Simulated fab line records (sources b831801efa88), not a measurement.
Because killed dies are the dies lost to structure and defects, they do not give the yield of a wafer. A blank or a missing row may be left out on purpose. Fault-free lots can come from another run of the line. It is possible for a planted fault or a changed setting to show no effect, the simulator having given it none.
Comparing a struck lot with a sound one ; flow sky130 ; 37 out of 708 route steps
Sound: these wafers, L232.1, L232.2, L232.5. Struck: wafers L222.3, L222.5 (left out: L222.1, a lot-mate that was not struck); the cause follows at the end.
For every step that has rows: the tool of each side, followed by ch and its chambers, followed by its first start. Under that, the readings that differ: sound wafers ; struck wafers ; difference of the means ; sigmas: that difference in standard deviations of wafers without a fault.
alike: same words and numbers on both sides, and readings whose means sit less than 2 such deviations apart. not compared: any withheld reading, any reading some wafer has no value for, any bound like >300 that may hide the same value, and any number with overlapping values for which the record gives no deviation.
The two part at a step that has a row with sigmas, a row that says differs or no value, or rows on one side only. Numbers that don't overlap but have no deviation are shown without sigmas and don't part them. A reading that every wafer of one side lacks parts them only if that side has two wafers or more.

first, 10 steps without rows for these wafers: SKY_VIA2_CLEAN_18 (cleans in IPA, time 180 s); SKY_VIA2_CLEAN_19 (cleans in O3/DIW); SKY_VIA2_SPUTTER_20 (material TiN, target thk 20 nm, time 80 s); SKY_VIA2_CVD_21 (deposits W, target thk 420 nm, time 126.4 s); SKY_VIA2_CMP_24 (polishes, stops on SiO2, t overpolish 20 s, target thk 0 nm); SKY_METAL3_SPUTTER_00 (material Ti, target thk 15 nm, time 10 s); SKY_METAL3_SPUTTER_01 (material TiN, target thk 20 nm, time 16.7 s); SKY_METAL3_SPUTTER_02 (material AlCu, target thk 735 nm, time 39.1 s); SKY_METAL3_SPUTTER_03 (material Ti, target thk 5 nm, time 3.3 s); SKY_METAL3_SPUTTER_04 (material TiN, target thk 70 nm, time 58.3 s).
SKY_CAPM_CVD_00: deposits SiO2, target thk 15.5 nm.
  sound on pecvd-01 ch 1,2, day 42 06:46; struck on pecvd-01 ch 1, day 39 09:52
reading;sound;struck;difference;sigmas
model.SiO2_of_CAPM_CVD_00.thk-nm (nm);16.01 15.39 16.17;16.49 16.93;+0.85;
  alike: heater-power-w, rf-fwd-power-W
SKY_CAPM_THK_MEAS_01:
  sound on film-metro-01 at day 42 06:47; struck on film-metro-03 at day 39 09:53
reading;sound;struck;difference;sigmas
CAPM_CVD_00_THK (nm);16.0 15.3 16.2;16.5 16.9;+0.9;+3
then, 23 steps without rows for these wafers: SKY_CAPM_SPUTTER_02 (material TiN, target thk 200 nm, time 166.7 s); SKY_CAPM_DEHYDRATE_05 (time 60 s); SKY_CAPM_HMDS_06 (prime time 60 s); SKY_CAPM_COAT_07 (resist thk 1140 nm); SKY_CAPM_SOFTBAKE_08 (time 60 s); SKY_CAPM_EXPOSE_09 (exposes mask CAPM, target cd 1000 nm); SKY_CAPM_PEB_10; SKY_CAPM_DEVELOP_11 (develop time 60 s); SKY_CAPM_METAL_ETCH_13 (etches TiN in Cl2/BCl3, stops on SiO2, target depth 220 nm, time 62.9 s); SKY_CAPM_STRIP_14 (strips in O2/N2); SKY_CAPM_STRIP_15 (strips in post etch residue remover, time 1200 s); SKY_CAPM_CLEAN_16 (cleans in IPA, time 180 s); SKY_CAPM_CLEAN_17 (cleans in O3/DIW); SKY_METAL3_DEHYDRATE_05 (time 60 s); SKY_METAL3_HMDS_06 (prime time 60 s); SKY_METAL3_COAT_07 (resist thk 60 nm); SKY_METAL3_COAT_08 (resist thk 1140 nm); SKY_METAL3_SOFTBAKE_09 (time 90 s); SKY_METAL3_EXPOSE_10 (exposes mask MM3, target cd 300 nm); SKY_METAL3_PEB_11; SKY_METAL3_DEVELOP_12 (develop time 60 s); SKY_METAL3_DESCUM_15 (chemistry O2, time 8 s); SKY_METAL3_ETCH_16 (etches BARC in N2/H2, stops on SiO2, time 88.2 s, target depth 60 nm).
-- the record jumps here: 2 days lie between the struck wafers' starts before and after --
SKY_METAL3_ETCH_17: etches SiO2 in C4F8/O2/Ar, stops on TiN, time 3.9 s, target depth 15 nm.
  sound on rie-diel-02 ch 0,1,2, day 44 06:05; struck on rie-diel-02 ch 1,2, day 41 11:44
reading;sound;struck;difference;sigmas
oes-product-au (a.u.);0.763 0.748 0.766;0.774 0.795;+0.025;+3
model.etch.depth-nm (nm);16.01 15.39 16.17;16.49 16.93;+0.85;
  alike: rf-fwd-power-W
-- the record jumps here: 7 days lie between the struck wafers' starts before and after (it left off in module METAL3 and takes up again in module PAD_OPEN, whose first step shown is number 708 of the route) --
SKY_PAD_OPEN_PROBE_99:
  sound on prober-02 at day 50 09:14; struck on prober-01 at day 48 05:39
reading;sound;struck;difference;sigmas
model.etest.cap-mim.c-ff-um2;2.27 2.359 2.257;2.201 2.141;-0.124;
  alike: defect-limited-yield, killed_at_M0_to_M3, killed_at_M4_up, killed-at-contacts, killed-at-front-end, killed-at-other, killed-dies, killed-open, killed-short, sort_bin_3_pad_short, sort_bin_5_function, sort_bin_6_memory, sort-n-pass, sort-yield-pct
  not compared: model.etest.cap-mim.bv-v, model.etest.cap-mim.leak-log10-a-cm2

== WHERE THEY PART ==
Earliest at SKY_CAPM_THK_MEAS_01; latest, in this record, at SKY_METAL3_ETCH_17. Later steps at which nothing parts them and some readings are alike: SKY_PAD_OPEN_PROBE_99.

WHY: whatever the simulator had introduced
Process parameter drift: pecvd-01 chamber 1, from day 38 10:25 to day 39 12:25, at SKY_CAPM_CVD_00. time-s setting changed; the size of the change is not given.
